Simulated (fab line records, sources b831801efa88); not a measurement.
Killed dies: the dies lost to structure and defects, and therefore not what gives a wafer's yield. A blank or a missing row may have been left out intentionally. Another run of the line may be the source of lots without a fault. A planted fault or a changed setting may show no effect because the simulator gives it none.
Which tool was responsible?    flow gf180mcu    13 lots with 39 wafers sampled at 3 steps, on a route of 602 steps

WHAT THE GAUGES SHOWED, per wafer
GF_HV_LDD_OVL_MEAS_20. Usual: HV_LDD_01_OVL -0.9 nm, standard deviation 1.3.
lot   measured      on          HV_LDD_01_OVL (nm)  flag
L807  day 10 19:13  overlay-02  -2.9 -0.7 -1.6      
L808  day 11 01:44  overlay-02  -1.9 -0.5 -1.3      
L809  day 11 05:02  overlay-02  0.2 -0.7 0.5        
L811  day 12 05:55  overlay-01  0.7 -0.8 -2.2       
L812  day 12 06:02  overlay-02  -1.0 -0.1 -0.3      
L815  day 13 06:01  overlay-02  -2.1 -2.5 -3.2      
L823  day 16 04:57  overlay-02  2.9 1.1 1.5         
L825  day 16 08:56  overlay-02  -0.6 0.9 0.1        
L826  day 16 23:35  overlay-01  -0.9 -1.4 0.2       
L827  day 17 08:19  overlay-02  -0.1 -1.2 -1.1      
L828  day 17 11:10  overlay-01  -0.1 -2.9 -3.8      
L829  day 17 16:14  overlay-02  -2.5 0.2 -0.2       
L830  day 18 03:42  overlay-02  -3.2 -1.9 -1.8      

GF_HV_LDD_OVL_MEAS_32. Usual: HV_LDD_02_OVL -0.2 nm, standard deviation 1.4.
lot   measured      on          HV_LDD_02_OVL (nm)  flag
L807  day 11 13:16  overlay-02  0.8 0.1 2.0         
L808  day 11 21:33  overlay-02  0.0 1.7 1.3         
L809  day 11 23:26  overlay-02  -0.6 -0.9 -2.0      
L811  day 13 02:05  overlay-02  1.1 -0.2 0.0        
L812  day 13 02:17  overlay-01  0.1 1.6 1.9         
L815  day 14 02:56  overlay-02  -2.9 -0.7 -1.6      
L823  day 17 04:08  overlay-01  0.8 2.9 -0.5        
L825  day 17 08:01  overlay-01  0.8 1.3 1.1         
L826  day 17 23:50  overlay-02  -0.5 -0.8 -0.7      
L827  day 18 07:44  overlay-01  0.5 0.6 0.2         
L828  day 18 11:05  overlay-01  1.1 1.1 1.1         
L829  day 18 16:11  overlay-01  -1.2 0.5 0.8        
L830  day 19 03:57  overlay-02  -5.7 -0.8 -1.9      

WHAT TOOL EACH LOT RAN ON (gives the tool, then ch and the chambers of the sampled wafers, and finally the start)
lot   GF_HV_LDD_STRIP_22
L807  plasmaAsher-03 ch 0,1, day 10 19:25
L808  plasmaAsher-03 ch 0,1, day 11 01:56
L809  plasmaAsher-03 ch 1, day 11 05:13
L811  plasmaAsher-03 ch 0,1, day 12 06:07
L812  plasmaAsher-01 ch 0,1, day 12 06:14
L815  plasmaAsher-01 ch 1, day 13 06:13
L823  plasmaAsher-02 ch 1, day 16 05:08
L825  plasmaAsher-03 ch 0,1, day 16 09:07
L826  plasmaAsher-01 ch 0,1, day 16 23:56
L827  plasmaAsher-03 ch 0,1, day 17 08:30
L828  plasmaAsher-02 ch 0,1, day 17 11:21
L829  plasmaAsher-01 ch 0,1, day 17 16:25
L830  plasmaAsher-02 ch 1, day 18 03:53
- GF_HV_LDD_STRIP_22: strips in O2/N2.

AS READ BY THE TOOLS THEMSELVES (means over the sampled wafers that have a number; for cases with no such wafer, the mark the record gives instead)
GF_HV_LDD_STRIP_22. Usual: drypumpMotorCurrentA 5.93 A, standard deviation 0.26; heaterPowerW 305 W, standard deviation 24; oesProductAu 0.716 a.u., standard deviation 0.0042; stripTimeToEndpointS 12.65 s, standard deviation 0.036.
lot   tool            drypumpMotorCurrentA (A)  heaterPowerW (W)  oesProductAu (a.u.)  stripTimeToEndpointS (s)  flag
L807  plasmaAsher-03  5.96                      299               0.713                12.61                     
L808  plasmaAsher-03  5.99                      293               0.714                12.64                     
L809  plasmaAsher-03  6.02                      280               0.714                12.64                     
L811  plasmaAsher-03  5.98                      290               0.721                12.69                     
L812  plasmaAsher-01  5.79                      331               0.717                12.61                     
L815  plasmaAsher-01  6.32                      341               0.717                12.66                     
L823  plasmaAsher-02  5.54                      314               0.714                12.70                     
L825  plasmaAsher-03  5.96                      298               0.713                12.69                     
L826  plasmaAsher-01  6.07                      335               0.715                12.69                     
L827  plasmaAsher-03  5.96                      303               0.718                12.66                     
L828  plasmaAsher-02  5.90                      287               0.712                12.66                     
L829  plasmaAsher-01  5.78                      330               0.716                12.60                     
L830  plasmaAsher-02  5.53                      314               0.717                12.63                     

THE ANSWER, worked out from the rows above alone
Rule: take the mean of a lot's wafers that have a number; if it is more than 3 standard deviations from the usual mean, the lot is off. Also off: a lot with no number at a reading for which 4 or more lots have one. Where the step has rows for the other lots, those lots are counted as sound. The gauges are gone through in route order, then the tools' own readings, and for those a lot's mean is taken as printed above. At the first step where some lot is off, the reading lying furthest off is the one used; lots without a number count as furthest.
Across all readings shown, no lot is off: no conclusion can be drawn from this.

WHAT HAD BEEN PUT IN BY THE SIMULATOR
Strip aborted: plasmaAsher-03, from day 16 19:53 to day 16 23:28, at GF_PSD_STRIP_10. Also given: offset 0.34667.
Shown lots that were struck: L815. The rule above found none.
